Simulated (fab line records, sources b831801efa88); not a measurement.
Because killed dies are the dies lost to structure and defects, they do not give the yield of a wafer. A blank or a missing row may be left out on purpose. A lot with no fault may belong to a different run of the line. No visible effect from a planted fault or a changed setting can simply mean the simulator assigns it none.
Which tool is to blame? / flow sky130 / 13 lots with 39 wafers sampled at 4 steps, on a route of 708 steps

== WHAT THE GAUGES READ, wafer by wafer ==
SKY_METAL1_RS_MEAS_05: measures by four-point-probe.
lot=L341; measured=day 31 20:34; on=film_metro-04; METAL1_ALCU_RS (ohm/sq)=0.1264 0.1252 0.1267
lot=L342; measured=day 32 02:28; on=film_metro-04; METAL1_ALCU_RS (ohm/sq)=0.1262 0.1264 0.1261
lot=L343; measured=day 32 03:28; on=film_metro-02; METAL1_ALCU_RS (ohm/sq)=0.1253 0.1254 0.1254
lot=L345; measured=day 33 03:53; on=film_metro-01; METAL1_ALCU_RS (ohm/sq)=0.1245 0.1250 0.1245
lot=L353; measured=day 35 07:34; on=film_metro-02; METAL1_ALCU_RS (ohm/sq)=0.1252 0.1265 0.1265
lot=L355; measured=day 35 19:31; on=film_metro-02; METAL1_ALCU_RS (ohm/sq)=0.1255 0.1258 0.1265
lot=L356; measured=day 36 07:41; on=film_metro-04; METAL1_ALCU_RS (ohm/sq)=0.1258 0.1262 0.1272
lot=L357; measured=day 36 20:43; on=film_metro-04; METAL1_ALCU_RS (ohm/sq)=0.1275 0.1270 0.1271
lot=L358; measured=day 37 14:17; on=film_metro-01; METAL1_ALCU_RS (ohm/sq)=0.1265 0.1265 0.1265
lot=L359; measured=day 37 16:30; on=film_metro-04; METAL1_ALCU_RS (ohm/sq)=0.1245 0.1250 0.1245
lot=L361; measured=day 37 19:23; on=film_metro-04; METAL1_ALCU_RS (ohm/sq)=0.1261 0.1264 0.1255
lot=L362; measured=day 38 07:47; on=film_metro-02; METAL1_ALCU_RS (ohm/sq)=0.1282 0.1287 0.1291
lot=L363; measured=day 38 14:07; on=film_metro-04; METAL1_ALCU_RS (ohm/sq)=0.1266 0.1281 0.1269

SKY_VIA1_CD_MEAS_12 targets a cd of 150 nm.
lot=L341; measured=day 34 04:13; on=cd_sem-01; cd_nm (nm)=150.3 148.4 149.9
lot=L342; measured=day 34 10:45; on=cd_sem-02; cd_nm (nm)=147.8 146.5 147.0
lot=L343; measured=day 34 10:50; on=cd_sem-01; cd_nm (nm)=149.9 149.1 149.1
lot=L345; measured=day 35 09:19; on=cd_sem-01; cd_nm (nm)=147.1 146.1 148.6
lot=L353; measured=day 37 13:23; on=cd_sem-02; cd_nm (nm)=152.9 153.3 151.5
lot=L355; measured=day 38 01:32; on=cd_sem-02; cd_nm (nm)=150.5 148.6 150.3
lot=L356; measured=day 38 12:15; on=cd_sem-01; cd_nm (nm)=149.6 149.3 149.7
lot=L357; measured=day 38 23:26; on=cd_sem-01; cd_nm (nm)=149.4 149.1 149.7
lot=L358; measured=day 39 17:26; on=cd_sem-01; cd_nm (nm)=148.2 148.9 148.4
lot=L359; measured=day 39 19:42; on=cd_sem-02; cd_nm (nm)=152.1 150.1 148.9
lot=L361; measured=day 39 22:23; on=cd_sem-02; cd_nm (nm)=148.5 148.8 149.8
lot=L362; measured=day 40 09:45; on=cd_sem-01; cd_nm (nm)=150.9 150.8 150.3
lot=L363; measured=day 40 16:38; on=cd_sem-01; cd_nm (nm)=150.1 148.9 147.9

== TOOL THAT RAN EACH LOT (tool first, then ch and the chambers of the sampled wafers, then the start) ==
lot=L341; SKY_VT_ADJUST_PCH_IMPLANT_08=implanter-04 ch 0, day 10 05:25; SKY_METAL1_METAL_ETCH_19=rie_metal-02 ch 0,1, day 32 23:47
lot=L342; SKY_VT_ADJUST_PCH_IMPLANT_08=implanter-04 ch 0, day 10 16:47; SKY_METAL1_METAL_ETCH_19=rie_metal-02 ch 0,1, day 33 06:17
lot=L343; SKY_VT_ADJUST_PCH_IMPLANT_08=implanter-04 ch 0, day 10 23:31; SKY_METAL1_METAL_ETCH_19=rie_metal-01 ch 0,1, day 33 06:42
lot=L345; SKY_VT_ADJUST_PCH_IMPLANT_08=implanter-04 ch 0, day 11 14:49; SKY_METAL1_METAL_ETCH_19=rie_metal-03 ch 0,1, day 34 06:46
lot=L353; SKY_VT_ADJUST_PCH_IMPLANT_08=implanter-03 ch 0, day 13 23:47; SKY_METAL1_METAL_ETCH_19=rie_metal-02 ch 0,1, day 36 09:58
lot=L355; SKY_VT_ADJUST_PCH_IMPLANT_08=implanter-04 ch 0, day 14 13:02; SKY_METAL1_METAL_ETCH_19=rie_metal-02 ch 0,1, day 36 22:35
lot=L356; SKY_VT_ADJUST_PCH_IMPLANT_08=implanter-03 ch 0, day 15 00:04; SKY_METAL1_METAL_ETCH_19=rie_metal-03 ch 0,1, day 37 10:43
lot=L357; SKY_VT_ADJUST_PCH_IMPLANT_08=implanter-01 ch 0, day 15 12:58; SKY_METAL1_METAL_ETCH_19=rie_metal-03 ch 0,1, day 37 21:54
lot=L358; SKY_VT_ADJUST_PCH_IMPLANT_08=implanter-01 ch 0, day 16 04:20; SKY_METAL1_METAL_ETCH_19=rie_metal-03 ch 0,1, day 38 16:00
lot=L359; SKY_VT_ADJUST_PCH_IMPLANT_08=implanter-04 ch 0, day 16 04:40; SKY_METAL1_METAL_ETCH_19=rie_metal-03 ch 0,1, day 38 17:47
lot=L361; SKY_VT_ADJUST_PCH_IMPLANT_08=implanter-01 ch 0, day 16 15:46; SKY_METAL1_METAL_ETCH_19=rie_metal-01 ch 0,1, day 38 20:56
lot=L362; SKY_VT_ADJUST_PCH_IMPLANT_08=implanter-04 ch 0, day 17 00:02; SKY_METAL1_METAL_ETCH_19=rie_metal-03 ch 0,1, day 39 08:24
lot=L363; SKY_VT_ADJUST_PCH_IMPLANT_08=implanter-01 ch 0, day 17 10:26; SKY_METAL1_METAL_ETCH_19=rie_metal-01 ch 0,1, day 39 14:23
- SKY_VT_ADJUST_PCH_IMPLANT_08
- SKY_METAL1_METAL_ETCH_19: etches the open film in Cl2/BCl3, stops on SiO2, target depth 360 nm, time 78 s.

== WHAT THE TOOLS THEMSELVES READ (means of the sampled wafers that have a number; where no wafer has one, the mark that the record gives instead) ==
SKY_VT_ADJUST_PCH_IMPLANT_08.
lot=L341 tool=implanter-04 beam_energy_keV=10.0017 dose_ions_cm2=5e+11
lot=L342 tool=implanter-04 beam_energy_keV=10.0005 dose_ions_cm2=5e+11
lot=L343 tool=implanter-04 beam_energy_keV=9.9986 dose_ions_cm2=5e+11
lot=L345 tool=implanter-04 beam_energy_keV=9.9981 dose_ions_cm2=5e+11
lot=L353 tool=implanter-03 beam_energy_keV=10.0019 dose_ions_cm2=5e+11
lot=L355 tool=implanter-04 beam_energy_keV=10.0033 dose_ions_cm2=5e+11
lot=L356 tool=implanter-03 beam_energy_keV=10.0008 dose_ions_cm2=5e+11
lot=L357 tool=implanter-01 beam_energy_keV=9.9962 dose_ions_cm2=5e+11
lot=L358 tool=implanter-01 beam_energy_keV=9.9995 dose_ions_cm2=5e+11
lot=L359 tool=implanter-04 beam_energy_keV=10.0053 dose_ions_cm2=5e+11
lot=L361 tool=implanter-01 beam_energy_keV=10.0001 dose_ions_cm2=5e+11
lot=L362 tool=implanter-04 beam_energy_keV=10.0003 dose_ions_cm2=5e+11
lot=L363 tool=implanter-01 beam_energy_keV=10.0003 dose_ions_cm2=5e+11

SKY_METAL1_METAL_ETCH_19.
lot=L341; tool=rie_metal-02; bcl3_flow_sccm (sccm)=30.00; drypump_motor_current_A (A)=5.32; oes_product_au (a.u.)=0.859; throttle_valve_pct (%)=22.269
lot=L342; tool=rie_metal-02; bcl3_flow_sccm (sccm)=30.05; drypump_motor_current_A (A)=5.35; oes_product_au (a.u.)=0.860; throttle_valve_pct (%)=22.264
lot=L343; tool=rie_metal-01; bcl3_flow_sccm (sccm)=29.89; drypump_motor_current_A (A)=5.48; oes_product_au (a.u.)=0.859; throttle_valve_pct (%)=22.254
lot=L345; tool=rie_metal-03; bcl3_flow_sccm (sccm)=29.99; drypump_motor_current_A (A)=5.73; oes_product_au (a.u.)=0.860; throttle_valve_pct (%)=22.257
lot=L353; tool=rie_metal-02; bcl3_flow_sccm (sccm)=30.06; drypump_motor_current_A (A)=5.21; oes_product_au (a.u.)=0.863; throttle_valve_pct (%)=22.265
lot=L355; tool=rie_metal-02; bcl3_flow_sccm (sccm)=30.01; drypump_motor_current_A (A)=5.22; oes_product_au (a.u.)=0.855; throttle_valve_pct (%)=22.268
lot=L356; tool=rie_metal-03; bcl3_flow_sccm (sccm)=30.06; drypump_motor_current_A (A)=5.67; oes_product_au (a.u.)=0.858; throttle_valve_pct (%)=22.264
lot=L357; tool=rie_metal-03; bcl3_flow_sccm (sccm)=30.10; drypump_motor_current_A (A)=5.67; oes_product_au (a.u.)=0.852; throttle_valve_pct (%)=22.265
lot=L358; tool=rie_metal-03; bcl3_flow_sccm (sccm)=29.97; drypump_motor_current_A (A)=5.71; oes_product_au (a.u.)=0.851; throttle_valve_pct (%)=22.264
lot=L359; tool=rie_metal-03; bcl3_flow_sccm (sccm)=29.98; drypump_motor_current_A (A)=5.69; oes_product_au (a.u.)=0.857; throttle_valve_pct (%)=22.266
lot=L361; tool=rie_metal-01; bcl3_flow_sccm (sccm)=29.95; drypump_motor_current_A (A)=5.49; oes_product_au (a.u.)=0.855; throttle_valve_pct (%)=22.270
lot=L362; tool=rie_metal-03; bcl3_flow_sccm (sccm)=29.94; drypump_motor_current_A (A)=5.69; oes_product_au (a.u.)=0.849; throttle_valve_pct (%)=22.264
lot=L363; tool=rie_metal-01; bcl3_flow_sccm (sccm)=30.08; drypump_motor_current_A (A)=5.47; oes_product_au (a.u.)=0.854; throttle_valve_pct (%)=22.262

== THE ANSWER, worked out from the rows above alone ==
Rule: what is usual is taken from the lots themselves. The widest of any qualifying gaps counts: lots, ordered by their means at a reading, are off when they make up no more than a third of the lots, leave a main group of 4 or more, and stand apart from it by 3 or more times the standard deviation of that group's means. A main group is skipped when, at the precision printed for the reading in the tables above, its means are all equal. A lot without any number at a reading at which 4 lots or more have one is off too. All remaining lots with rows at the step are treated as sound. First the gauges in route order, then the tools' own readings, where a lot's mean is used as printed above. At the first step where some lot is off, the reading lying furthest off is the one used; lots without a number count as furthest.
Nothing can be told from this: no lot is off at any reading shown.

== WHAT THE SIMULATOR HAD PUT IN ==
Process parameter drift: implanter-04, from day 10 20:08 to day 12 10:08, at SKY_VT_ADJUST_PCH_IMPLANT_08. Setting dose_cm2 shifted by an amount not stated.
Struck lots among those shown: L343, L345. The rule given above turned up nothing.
